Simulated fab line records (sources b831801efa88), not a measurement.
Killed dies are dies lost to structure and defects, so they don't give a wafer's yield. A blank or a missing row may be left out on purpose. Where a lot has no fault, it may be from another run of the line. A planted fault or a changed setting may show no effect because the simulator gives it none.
Matching of chambers ; flow sfq-line ; cmp-02 running SFQ_TRILAYER_I0_CMP_CMP_028: 4 sister chambers
The step polishes SiO2. 14 wafers are shown with their chamber, then 7 later ones without.

== WAFERS PAIRED WITH THEIR CHAMBERS ==
wafer;chamber;motor-current-A (A);time-to-endpoint-s (s);edge-zone-pressure-frac
L769.1;2;9.0;209;1.000
L769.2;1;10.0;218;0.994
L769.5;2;9.5;214;1.004
L774.3;2;9.7;212;1.004
L774.4;3;10.0;213;0.998
L774.5;1;10.0;232;0.998
L776.1;1;9.4;219;1.006
L776.2;2;9.6;201;1.002
L776.4;0;9.1;218;1.004
L785.3;1;10.1;225;0.997
L785.2;3;10.3;204;1.001
L785.5;1;10.2;232;0.996
L786.4;1;10.5;215;1.001
L786.2;3;10.2;201;1.005

SIGNATURES (averages over the wafers above)
reading;chamber 0;chamber 1;chamber 2;chamber 3;scatter within a chamber
motor-current-A;9.100;10.033;9.450;10.167;0.315
time-to-endpoint-s;218.00;223.50;209.00;206.00;6.67
edge-zone-pressure-frac;1.00400;0.99867;1.00250;1.00133;0.00356
Rule: a wafer's distance from a chamber is the root of the sum, over the readings, of the square of ((its reading less the chamber's mean) divided by the reading's scatter). If the next closest chamber is less than 2 further off than the closest, the wafer can't be placed; otherwise it belongs to the closest. The scatter: the root of (the sum of the squares of (reading less its chamber's mean) over the shown wafers, divided by (wafers less chambers)).

== WAFERS WITHOUT THEIR CHAMBER ==
wafer;motor-current-A (A);time-to-endpoint-s (s);edge-zone-pressure-frac
L786.5;10.0;217;0.992
L787.1;9.7;225;1.009
L787.2;9.9;209;0.996
L787.6;8.5;227;1.002
L789.1;10.1;205;1.003
L789.3;9.0;209;1.001
L789.5;9.2;226;0.999

== WHICH CHAMBER EACH ONE RAN IN ==
wafer;from the rows above;in truth
L786.5;can't be placed: 1 or 3 or 2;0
L787.1;can't be placed: 0 or 1 or 2 or 3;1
L787.2;can't be placed: 3 or 2 or 1 or 0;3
L787.6;can't be placed: 0 or 2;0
L789.1;can't be placed: 3 or 2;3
L789.3;can't be placed: 2 or 0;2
L789.5;can't be placed: 0 or 1 or 2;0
Correctly placed: 0 of 7. Unplaceable from these rows: 7, with the true chamber sitting among the candidates in 6. Wrongly placed: 0.
